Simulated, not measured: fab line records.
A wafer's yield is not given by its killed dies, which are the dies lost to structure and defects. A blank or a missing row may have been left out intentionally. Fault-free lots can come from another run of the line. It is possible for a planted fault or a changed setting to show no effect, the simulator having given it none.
Matching of chambers | flow sky130 | 4 sister chambers for SKY_VIA3_ETCH_15 on rieDiel-02
The step etches SiO2 in C4F8/O2/Ar, stops on TiN, target depth 507 nm, time 78 s. 16 wafers are shown with their chamber, then 8 later ones without.

== WAFERS WITH THEIR CHAMBER ==
wafer  | chamber | oesProductAu (a.u.)
L074.1 | 3       | 0.949
L074.2 | 0       | 0.950
L074.3 | 1       | 0.942
L079.1 | 0       | 0.945
L079.2 | 1       | 0.941
L079.3 | 3       | 0.945
L079.4 | 3       | 0.945
L079.5 | 1       | 0.940
L079.6 | 0       | 0.951
L080.1 | 0       | 0.945
L080.2 | 1       | 0.942
L080.3 | 2       | 0.951
L080.4 | 3       | 0.954
L080.5 | 1       | 0.953
L080.6 | 0       | 0.949
L093.3 | 1       | 0.941

SIGNATURES, as means of the wafers listed above
reading      | chamber 0 | chamber 1 | chamber 2 | chamber 3 | scatter within a chamber
oesProductAu | 0.94800   | 0.94317   | 0.95100   | 0.94825   | 0.00414
Rule: for each reading, subtract the chamber's mean from the wafer's reading, divide by that reading's scatter and square the result; add these up over the readings and take the root, which gives the wafer's distance from the chamber. The wafer belongs to the nearest chamber; if the next one is less than 2 further off, it can't be placed. The scatter is the square root of a quotient: the sum, over the shown wafers, of each reading's squared deviation from its chamber's mean, divided by wafers minus chambers.

== WAFERS WHOSE CHAMBER IS MISSING ==
wafer  | oesProductAu (a.u.)
L093.4 | 0.954
L093.5 | 0.937
L095.2 | 0.940
L095.3 | 0.943
L095.4 | 0.948
L096.2 | 0.940
L096.3 | 0.945
L096.4 | 0.945

== WHICH CHAMBER EACH ONE RAN IN ==
wafer  | from the rows above               | in truth
L093.4 | can't be placed: 2 or 3 or 0 or 1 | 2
L093.5 | can't be placed: 1 or 0 or 3 or 2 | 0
L095.2 | can't be placed: 1 or 0 or 3 or 2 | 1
L095.3 | can't be placed: 1 or 0 or 3 or 2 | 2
L095.4 | can't be placed: 0 or 3 or 2 or 1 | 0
L096.2 | can't be placed: 1 or 0 or 3 or 2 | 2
L096.3 | can't be placed: 1 or 0 or 3 or 2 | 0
L096.4 | can't be placed: 1 or 0 or 3 or 2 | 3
Correctly placed: 0 of 8. Can't be placed from these rows: 8 (the true chamber is among the candidates in 8). Placed wrongly: 0.
